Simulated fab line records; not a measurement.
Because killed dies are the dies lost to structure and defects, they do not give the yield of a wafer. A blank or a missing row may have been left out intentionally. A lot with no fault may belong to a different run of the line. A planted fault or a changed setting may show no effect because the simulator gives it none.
The tool behind it: which one? | flow gf180mcu | Sampling: 11 lots, 33 wafers, 5 of 602 route steps

WHAT THE GAUGES READ, wafer by wafer
GF_V4_RS_MEAS_24: a four-point-probe measurement.
lot  | measured     | on            | V4_W_RS (ohm/sq)
L477 | day 24 17:52 | film metro-02 | 0.333 0.332 0.330
L478 | day 25 01:54 | film metro-03 | 0.330 0.337 0.331
L480 | day 25 13:13 | film metro-03 | 0.330 0.332 0.335
L486 | day 27 16:31 | film metro-02 | 0.324 0.328 0.255 0.324 0.328 0.256
L488 | day 27 22:58 | film metro-02 | 0.327 0.328 0.254 0.327 0.327 0.254
L492 | day 29 05:48 | film metro-02 | 0.342 0.332 0.338
L493 | day 30 01:19 | film metro-02 | 0.331 0.335 0.332
L496 | day 30 14:40 | film metro-02 | 0.331 0.337 0.339
L497 | day 31 00:23 | film metro-03 | 0.337 0.332 0.335
L499 | day 31 10:20 | film metro-02 | 0.329 0.329 0.328
L498 | day 31 13:59 | film metro-02 | 0.331 0.330 0.326

GF_V4_THK_MEAS_25: measures by xrf.
lot  | measured     | on            | V4_W_THK (nm)
L477 | day 24 17:59 | film metro-02 | 337 337 341
L478 | day 25 02:01 | film metro-03 | 342 334 341
L480 | day 25 13:20 | film metro-03 | 342 339 337
L486 | day 27 22:20 | film metro-02 | 345 340 433 345 340 433
L488 | day 28 03:20 | film metro-02 | 345 344 438 344 344 440
L492 | day 29 05:55 | film metro-02 | 329 337 332
L493 | day 30 01:26 | film metro-02 | 342 338 341
L496 | day 30 14:47 | film metro-02 | 341 336 332
L497 | day 31 00:31 | film metro-03 | 333 339 334
L499 | day 31 10:28 | film metro-02 | 343 343 345
L498 | day 31 14:05 | film metro-02 | 341 343 348

EACH LOT AND THE TOOL THAT RAN IT (in order: tool; ch and the chambers of the sampled wafers; start)
lot  | GF_M4_SPUTTER_01             | GF_M4_SPUTTER_03             | GF_V4_CVD_23
L477 | pvd sputter-02, day 22 18:43 | pvd sputter-02, day 22 18:47 | cvd w-02 ch 0,1, day 24 17:46
L478 | pvd sputter-03, day 23 02:05 | pvd sputter-03, day 23 02:08 | cvd w-02 ch 0,1, day 25 01:47
L480 | pvd sputter-02, day 23 16:12 | pvd sputter-02, day 23 16:16 | cvd w-02 ch 0, day 25 13:05
L486 | pvd sputter-03, day 25 20:18 | pvd sputter-03, day 25 20:22 | cvd w-02 ch 0,1, day 27 16:23
L488 | pvd sputter-02, day 26 03:39 | pvd sputter-02, day 26 03:43 | cvd w-02 ch 0,1, day 27 22:50
L492 | pvd sputter-02, day 27 12:25 | pvd sputter-02, day 27 12:29 | cvd w-01 ch 0,1, day 29 05:40
L493 | pvd sputter-01, day 28 08:32 | pvd sputter-01, day 28 08:36 | cvd w-01 ch 0,1, day 30 01:12
L496 | pvd sputter-03, day 28 23:04 | pvd sputter-03, day 28 23:08 | cvd w-01 ch 0,1, day 30 14:33
L497 | pvd sputter-01, day 29 09:37 | pvd sputter-01, day 29 09:40 | cvd w-02 ch 0,1, day 31 00:17
L499 | pvd sputter-03, day 29 19:47 | pvd sputter-03, day 29 19:50 | cvd w-02 ch 1, day 31 10:14
L498 | pvd sputter-02, day 29 23:22 | pvd sputter-02, day 29 23:26 | cvd w-02 ch 0,1, day 31 13:50
- GF_M4_SPUTTER_01: material TiN, target thk 30 nm, time 25 s.
- GF_M4_SPUTTER_03: material Ti, target thk 10 nm, time 6.7 s.
- GF_V4_CVD_23: deposits W, target thk 350 nm, time 104.9 s.

AS READ BY THE TOOLS THEMSELVES (means over the sampled wafers that have a number; for cases with no such wafer, the mark the record gives instead)
GF_M4_SPUTTER_01.
lot  | tool           | throttle valve pct (%)
L477 | pvd sputter-02 | 30.0
L478 | pvd sputter-03 | 30.5
L480 | pvd sputter-02 | 30.1
L486 | pvd sputter-03 | 30.5
L488 | pvd sputter-02 | 30.1
L492 | pvd sputter-02 | 30.7
L493 | pvd sputter-01 | 30.1
L496 | pvd sputter-03 | 30.3
L497 | pvd sputter-01 | 29.9
L499 | pvd sputter-03 | 30.1
L498 | pvd sputter-02 | 30.6

GF_M4_SPUTTER_03.
lot  | tool           | throttle valve pct (%)
L477 | pvd sputter-02 | 30.0
L478 | pvd sputter-03 | 30.6
L480 | pvd sputter-02 | 30.3
L486 | pvd sputter-03 | 30.3
L488 | pvd sputter-02 | 30.3
L492 | pvd sputter-02 | 30.8
L493 | pvd sputter-01 | 30.0
L496 | pvd sputter-03 | 30.3
L497 | pvd sputter-01 | 29.8
L499 | pvd sputter-03 | 30.0
L498 | pvd sputter-02 | 30.5

GF_V4_CVD_23.
lot  | tool     | heater power w (W)
L477 | cvd w-02 | 751
L478 | cvd w-02 | 747
L480 | cvd w-02 | 746
L486 | cvd w-02 | 753
L488 | cvd w-02 | 749
L492 | cvd w-01 | 830
L493 | cvd w-01 | 891
L496 | cvd w-01 | 846
L497 | cvd w-02 | 760
L499 | cvd w-02 | 762
L498 | cvd w-02 | 758

THE ANSWER, worked out from the rows above alone
Rule: usual is defined by the lots themselves. Put in order of their means at a reading, lots are off if they are a third of the lots or fewer, leave a main group of 4 or more, and stand apart from it by a gap of 3 or more times the standard deviation of the main group's means; of several such gaps the widest counts. Not used: any main group whose means are identical at the precision the tables above print for the reading. Also off: a lot with no number at a reading for which 4 or more lots have one. The other lots that the step has rows for count as sound. Order of review: gauges by route order, followed by the tools' own readings, for which a lot's mean as printed above is used. The first step at which some lot is off is used, and at that step the reading that is off furthest; a lot without a number counts as furthest.
Off: L486, L488, seen at GF_V4_RS_MEAS_24 (V4_W_RS). Mean 0.333 ohm/sq and standard deviation 0.0027 in the main group.
If a tool, at a process step before that reading, ran all the lots that are off and no sound lot after the first of them, it fits. The gauges at GF_V4_RS_MEAS_24 are tried like those tools. Of those tried, none fits.

WHAT THE SIMULATOR HAD INSERTED
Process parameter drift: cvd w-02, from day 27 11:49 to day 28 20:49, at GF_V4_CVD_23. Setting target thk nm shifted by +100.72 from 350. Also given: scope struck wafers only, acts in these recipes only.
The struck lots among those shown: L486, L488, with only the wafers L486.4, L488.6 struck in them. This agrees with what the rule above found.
